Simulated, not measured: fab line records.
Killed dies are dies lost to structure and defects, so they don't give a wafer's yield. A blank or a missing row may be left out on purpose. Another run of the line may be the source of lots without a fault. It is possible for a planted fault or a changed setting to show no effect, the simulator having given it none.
A struck lot beside a sound one :: flow sky130 :: 24 out of 708 route steps
Sound: these wafers, L457.1, L457.4, L457.6. Struck: wafers L473.2, L473.3 (left out: L473.6, a lot-mate that was not struck); the cause follows at the end.
For every step that has rows: the tool of each side, followed by ch and its chambers, followed by its first start. Under that, the readings that differ: sound wafers :: struck wafers :: difference of the means :: sigmas: that difference in standard deviations of wafers without a fault.
alike: same words and numbers on both sides, and readings whose means sit less than 2 such deviations apart. not compared: any withheld reading, any reading some wafer has no value for, any bound like >300 that may hide the same value, and any number with overlapping values for which the record gives no deviation.
The two part at a step that has a row with sigmas, a row that says differs or no value, or rows on one side only. When numbers do not overlap yet have no deviation, they are printed without sigmas and do not part them. Lack of a reading on every wafer of one side parts them only where that side has two or more wafers.

SKY_CONTACT_RS_MEAS_25: the measuring method here is four-point-probe.
  struck on film metro-04, day 37 23:27; sound on film metro-03, day 33 02:32
  alike: CONTACT_W_RS
SKY_CONTACT_THK_MEAS_26: measures by xrf.
  struck on film metro-04, day 37 23:34; sound on film metro-03, day 33 02:40
  alike: CONTACT_W_THK
then, 2 steps without rows for these wafers: SKY_CONTACT_CMP_27 (polishes, stops on SiO2, t overpolish 15 s, target thk 0 nm); SKY_METAL1_SPUTTER_00 (material Ti, target thk 15 nm, time 10 s).
SKY_METAL1_SPUTTER_01: material TiN, target thk 20 nm, time 16.7 s.
  struck on pvd sputter-03, day 37 23:56; sound on pvd sputter-03, day 33 03:02
  alike: throttle valve pct
SKY_METAL1_SPUTTER_02: material AlCu, target thk 250 nm, time 13.3 s.
  struck on pvd sputter-03, day 37 23:58; sound on pvd sputter-03, day 33 03:04
  alike: throttle valve pct
SKY_METAL1_SPUTTER_03: material Ti, target thk 5 nm, time 3.3 s.
  struck on pvd sputter-03, day 37 23:59; sound on pvd sputter-03, day 33 03:05
  alike: throttle valve pct
then, 1 step without rows for these wafers: SKY_METAL1_SPUTTER_04 (material TiN, target thk 70 nm, time 58.3 s).
SKY_METAL1_RS_MEAS_05: the measuring method here is four-point-probe.
  struck on film metro-02, day 38 00:04; sound on film metro-03, day 33 03:10
  alike: METAL1_ALCU_RS
SKY_METAL1_THK_MEAS_06: measures by xrf.
  struck on film metro-02, day 38 00:11; sound on film metro-03, day 33 03:17
reading: METAL1_ALCU_THK (nm)
sound: 252 253 255
struck: 245 248
difference: -7
sigmas: -2
then, 2 steps without rows for these wafers: SKY_METAL1_DEHYDRATE_07 (time 60 s); SKY_METAL1_HMDS_08 (prime time 60 s).
SKY_METAL1_COAT_09: resist thk 60 nm.
  sound on litho track-04 ch 0, day 33 16:08; struck on litho track-02 ch 0, day 38 12:34
  not compared: chill plate temp C
then, 5 steps without rows for these wafers: SKY_METAL1_COAT_10 (resist thk 450 nm); SKY_METAL1_SOFTBAKE_11 (time 90 s); SKY_METAL1_EXPOSE_12 (exposes mask MM1, target cd 140 nm); SKY_METAL1_PEB_13; SKY_METAL1_DEVELOP_14 (develop time 60 s).
SKY_METAL1_CD_MEAS_15 targets a cd of 140 nm.
  struck on cd sem-02, day 39 01:43; sound on cd sem-02, day 34 05:47
reading: cd nm (nm)
sound: 139.5 139.1 140.4
struck: 143.4 143.0
difference: +3.5
sigmas: +2
SKY_METAL1_OVL_MEAS_16:
  struck on overlay-02, day 39 01:49; sound on overlay-01, day 34 05:54
reading: METAL1_OVL (nm)
sound: 1 10 6
struck: -6 -8
difference: -13
sigmas: -3
SKY_METAL1_DESCUM_17: chemistry O2, time 8 s.
  sound on rie metal-02 ch 0,1, day 34 05:56; struck on rie metal-02 ch 1, day 39 01:51
  alike: drypump motor current A, oes product au, temp c
  not compared: rf hours counter h
SKY_METAL1_ETCH_18: etches BARC in N2/H2, stops on SiO2, time 45.9 s, target depth 60 nm.
  sound on rie metal-02 ch 0,1, day 34 05:58; struck on rie metal-02 ch 1, day 39 01:53
reading: oes product au (a.u.)
sound: 0.851 0.859 0.849
struck: 0.873 0.875
difference: +0.021
sigmas: +4

reading: model.etch.depth nm (nm)
sound: 59.83 60.12 59.76
struck: 61.94 61.86
difference: +2.00
sigmas: 
  alike: bias w, drypump motor current A, throttle valve pct
  not compared: rf hours counter h
SKY_METAL1_METAL_ETCH_19: etches the open film in Cl2/BCl3, stops on SiO2, target depth 360 nm, time 78 s.
  sound on rie metal-02 ch 0,1, day 34 06:02; struck on rie metal-02 ch 1, day 39 01:56
reading: oes product au (a.u.)
sound: 0.863 0.859 0.860
struck: 0.845 0.850
difference: -0.013
sigmas: -2
  alike: bias w, drypump motor current A, throttle valve pct
  not compared: rf hours counter h
then, 1 step without rows for these wafers: SKY_PAD_OPEN_PROBE_99.

WHERE THEY PART
Last at SKY_METAL1_METAL_ETCH_19 as far as this record goes, first at SKY_METAL1_THK_MEAS_06.

WHY: what had been put in by the simulator
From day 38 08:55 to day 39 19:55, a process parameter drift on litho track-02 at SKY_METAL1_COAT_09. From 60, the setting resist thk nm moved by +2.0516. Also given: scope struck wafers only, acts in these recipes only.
